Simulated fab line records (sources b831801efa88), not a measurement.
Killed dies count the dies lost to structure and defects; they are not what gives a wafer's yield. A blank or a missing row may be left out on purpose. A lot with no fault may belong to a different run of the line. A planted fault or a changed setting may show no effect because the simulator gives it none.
Commonality check across tools + flow gf180mcu + Sample size 14 lots and 42 wafers

## WHAT PROMPTED THE OPENING
At GF_HV_LDD_TW_MEAS_23 the reading HV_LDD_2_TW is flagged on 2 of 14 lots. No-fault wafers: 1064, standard deviation 8.3.
Rule: a lot gets a flag if all its wafers with a number sit over 4 standard deviations from that mean, or if no wafer of it has a number. As for the other lots, they are considered sound.

| lot  | measured     | on            | HV_LDD_2_TW, wafer by wafer | flag    |
|------|--------------|---------------|-----------------------------|---------|
| L462 | day 10 19:25 | film-metro-02 | 1052 1058 1061              |         |
| L463 | day 11 01:07 | film-metro-03 | 1069 1066 1063              |         |
| L464 | day 11 08:28 | film-metro-03 | 1069 1072 1067              |         |
| L465 | day 11 23:53 | film-metro-01 | 1070 1071 1076              |         |
| L466 | day 12 09:17 | film-metro-01 | 1074 1074 1075              |         |
| L467 | day 12 11:31 | film-metro-02 | 1059 1055 1059              |         |
| L470 | day 13 12:03 | film-metro-01 | 1067 1070 1066              |         |
| L471 | day 13 20:34 | film-metro-03 | 1074 1073 1074              |         |
| L474 | day 14 16:23 | film-metro-02 | 1564 1554 1550              | FLAGGED |
| L476 | day 15 06:58 | film-metro-02 | 1554 1550 1553              | FLAGGED |
| L478 | day 15 22:00 | film-metro-02 | 1052 1050 1050              |         |
| L483 | day 17 14:52 | film-metro-03 | 1072 1066 1068              |         |
| L484 | day 17 17:14 | film-metro-03 | 1073 1074 1068              |         |
| L485 | day 18 06:56 | film-metro-02 | 1052 1054 1058              |         |
Average over the flagged lots: 1554; offset from the usual +490, equal to +59 standard deviations.

## WHICH TOOL RAN EACH LOT
The record keeps 1 process step preceding the reading, out of 602 steps on the route. Every cell lists first the tool, next ch and the chambers used by the sampled wafers, and last the start.
| lot  | flag    | GF_HV_LDD_IMPLANT_21            |
|------|---------|---------------------------------|
| L462 |         | implanter-04 ch 0, day 10 19:10 |
| L463 |         | implanter-03 ch 0, day 11 00:53 |
| L464 |         | implanter-01 ch 0, day 11 08:14 |
| L465 |         | implanter-04 ch 0, day 11 23:38 |
| L466 |         | implanter-03 ch 0, day 12 09:03 |
| L467 |         | implanter-04 ch 0, day 12 11:16 |
| L470 |         | implanter-04 ch 0, day 13 11:48 |
| L471 |         | implanter-03 ch 0, day 13 20:22 |
| L474 | FLAGGED | implanter-03 ch 0, day 14 16:09 |
| L476 | FLAGGED | implanter-03 ch 0, day 15 06:45 |
| L478 |         | implanter-01 ch 0, day 15 21:45 |
| L483 |         | implanter-01 ch 0, day 17 14:37 |
| L484 |         | implanter-03 ch 0, day 17 16:59 |
| L485 |         | implanter-04 ch 0, day 18 06:41 |
These steps, and what they do:
- GF_HV_LDD_IMPLANT_21
- GF_HV_LDD_TW_MEAS_23

## FLAGGED AGAINST TOTAL, ONE TOOL AT A TIME (gauges that did the reading follow at the end)
| step                 | tool          | lots run | flagged | share of the flagged lots | sound lots run after its first flagged lot |
|----------------------|---------------|----------|---------|---------------------------|--------------------------------------------|
| GF_HV_LDD_IMPLANT_21 | implanter-01  | 3        | 0       | none                      | -                                          |
| GF_HV_LDD_IMPLANT_21 | implanter-03  | 6        | 2       | all                       | 1 (L484)                                   |
| GF_HV_LDD_IMPLANT_21 | implanter-04  | 5        | 0       | none                      | -                                          |
| GF_HV_LDD_TW_MEAS_23 | film-metro-01 | 3        | 0       | none                      | -                                          |
| GF_HV_LDD_TW_MEAS_23 | film-metro-02 | 6        | 2       | all                       | 2 (L478,L485)                              |
| GF_HV_LDD_TW_MEAS_23 | film-metro-03 | 5        | 0       | none                      | -                                          |

## THE TABLE: WHAT IT ALLOWS
Every flagged lot went through 2 rows of the table: implanter-03 at GF_HV_LDD_IMPLANT_21 and film-metro-02 at GF_HV_LDD_TW_MEAS_23.
- implanter-03 at GF_HV_LDD_IMPLANT_21 ran 6 lots, 2 of them flagged. Lots that were sound ran on it after the first flagged one (L484); a persistent fault on the entire tool would not allow that. Its own readings lie more than 4 standard deviations out on every wafer of the flagged lots: beam-on-s, dose-ions-cm2, faraday-current-uA.
- film-metro-02 at GF_HV_LDD_TW_MEAS_23 ran 6 lots, 2 of them flagged. Lots that were sound ran on it after the first flagged one (L478, L485); a persistent fault on the entire tool would not allow that.
Every row of the table either missed a flagged lot or ran a sound lot after the first.

## WHAT THE SIMULATOR HAD INSERTED
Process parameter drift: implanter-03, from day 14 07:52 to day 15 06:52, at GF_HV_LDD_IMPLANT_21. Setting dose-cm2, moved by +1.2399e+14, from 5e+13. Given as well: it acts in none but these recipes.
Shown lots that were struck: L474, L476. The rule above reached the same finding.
